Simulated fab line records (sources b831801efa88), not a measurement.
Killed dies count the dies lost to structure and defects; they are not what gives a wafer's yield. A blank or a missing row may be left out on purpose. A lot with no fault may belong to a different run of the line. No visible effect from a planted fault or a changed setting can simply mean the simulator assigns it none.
Check for tools in common -- flow gf180mcu -- Sample size 10 lots and 36 wafers

WHY IT WAS OPENED
GF_PSD_RS_MEAS_14, reading NSD_RS: flagged on 2 of 10 lots. Wafers without a fault read 46.20 ohm/sq, standard deviation 0.098.
Rule: a lot is flagged when every wafer of it that has a number lies more than 4 standard deviations from that mean, or none has a number. As for the other lots, they are considered sound.

lot,measured,on,"NSD_RS (ohm/sq), wafer by wafer",flag
L559,day 14 13:11,film-metro-03,46.10 46.14 46.25,
L560,day 14 19:34,film-metro-02,46.15 46.28 46.24,
L563,day 15 23:44,film-metro-03,46.16 46.15 46.09,
L568,day 17 19:19,film-metro-02,48.74 48.83 48.63 48.77 48.72 48.80,FLAGGED
L569,day 18 04:49,film-metro-03,48.76 48.97 48.77 48.87 48.76 48.89,FLAGGED
L574,day 19 22:41,film-metro-01,46.23 46.37 46.36,
L575,day 20 09:26,film-metro-03,46.27 46.21 46.26,
L576,day 20 18:36,film-metro-02,46.15 46.21 45.91,
L578,day 21 05:53,film-metro-02,46.15 46.17 46.06,
L579,day 21 16:09,film-metro-01,46.28 46.23 46.33,
The numbers of the flagged lots are 48.79 ohm/sq on average: +2.59 ohm/sq against the usual, or +26 standard deviations.

TOOL THAT RAN EACH LOT
3 process steps preceding the reading are held in the record, out of 602 steps in the route. Every cell lists first the tool, next ch and the chambers used by the sampled wafers, and last the start.
lot,flag,GF_NSD_IMPLANT_09,GF_NSD_STRIP_11,GF_PSD_RTA_13
L559,,"implanter-01 ch 0, day 13 16:11","plasma-asher-01 ch 0, day 13 16:29","rtp-anneal-02 ch 0, day 14 13:06"
L560,,"implanter-01 ch 0, day 13 22:31","plasma-asher-04 ch 0,1, day 13 22:49","rtp-anneal-02 ch 0, day 14 19:28"
L563,,"implanter-04 ch 0, day 15 01:01","plasma-asher-04 ch 0,1, day 15 01:19","rtp-anneal-02 ch 0, day 15 23:38"
L568,FLAGGED,"implanter-02 ch 0, day 16 19:10","plasma-asher-01 ch 0,1, day 16 19:28","rtp-anneal-01 ch 0, day 17 19:08"
L569,FLAGGED,"implanter-02 ch 0, day 17 05:10","plasma-asher-01 ch 0,1, day 17 05:28","rtp-anneal-01 ch 0, day 18 04:44"
L574,,"implanter-01 ch 0, day 18 21:44","plasma-asher-03 ch 0,1, day 18 22:01","rtp-anneal-02 ch 0, day 19 22:36"
L575,,"implanter-01 ch 0, day 19 08:04","plasma-asher-04 ch 0,1, day 19 08:22","rtp-anneal-02 ch 0, day 20 09:21"
L576,,"implanter-02 ch 0, day 19 17:04","plasma-asher-04 ch 0,1, day 19 17:20","rtp-anneal-02 ch 0, day 20 18:31"
L578,,"implanter-02 ch 0, day 20 05:05","plasma-asher-04 ch 0,1, day 20 05:20","rtp-anneal-01 ch 0, day 21 05:47"
L579,,"implanter-01 ch 0, day 20 15:26","plasma-asher-01 ch 0,1, day 20 15:43","rtp-anneal-01 ch 0, day 21 16:04"
What these steps do:
- GF_NSD_IMPLANT_09
- GF_NSD_STRIP_11: strips in O2/N2.
- GF_PSD_RTA_13: time 20 s.
- GF_PSD_RS_MEAS_14: measures by four-point-probe.

FLAGGED OVER TOTAL, TOOL BY TOOL (the gauges that took the reading come last)
step,tool,lots run,flagged,share of the flagged lots,sound lots run after its first flagged lot
GF_NSD_IMPLANT_09,implanter-01,5,0,none,-
GF_NSD_IMPLANT_09,implanter-02,4,2,all,"2 (L576,L578)"
GF_NSD_IMPLANT_09,implanter-04,1,0,none,-
GF_NSD_STRIP_11,plasma-asher-01,4,2,all,1 (L579)
GF_NSD_STRIP_11,plasma-asher-03,1,0,none,-
GF_NSD_STRIP_11,plasma-asher-04,5,0,none,-
GF_PSD_RTA_13,rtp-anneal-01,4,2,all,"2 (L578,L579)"
GF_PSD_RTA_13,rtp-anneal-02,6,0,none,-
GF_PSD_RS_MEAS_14,film-metro-01,2,0,none,-
GF_PSD_RS_MEAS_14,film-metro-02,4,1,some,"2 (L576,L578)"
GF_PSD_RS_MEAS_14,film-metro-03,4,1,some,1 (L575)

WHAT THE TABLE PERMITS
All flagged lots were run by 3 table rows, namely implanter-02 at GF_NSD_IMPLANT_09, plasma-asher-01 at GF_NSD_STRIP_11, rtp-anneal-01 at GF_PSD_RTA_13.
- implanter-02 at GF_NSD_IMPLANT_09: 2 of its 4 lots flagged. Sound lots followed the first flagged one (L576, L578) on it, something a lasting fault affecting the whole tool could not allow. Its own readings lie more than 4 standard deviations out on every wafer of the flagged lots: beam-energy-keV.
- plasma-asher-01 at GF_NSD_STRIP_11: 2 of its 4 lots flagged. Sound lots followed the first flagged one (L579) on it, something a lasting fault affecting the whole tool could not allow. Its own readings lie more than 4 standard deviations out on every wafer of the flagged lots: strip-time-to-endpoint-s.
- rtp-anneal-01 at GF_PSD_RTA_13: 2 of its 4 lots flagged. Sound lots followed the first flagged one (L578, L579) on it, something a lasting fault affecting the whole tool could not allow.
Every row of the table either missed a flagged lot or ran a sound lot after the first.

WHAT THE SIMULATOR HAD INSERTED
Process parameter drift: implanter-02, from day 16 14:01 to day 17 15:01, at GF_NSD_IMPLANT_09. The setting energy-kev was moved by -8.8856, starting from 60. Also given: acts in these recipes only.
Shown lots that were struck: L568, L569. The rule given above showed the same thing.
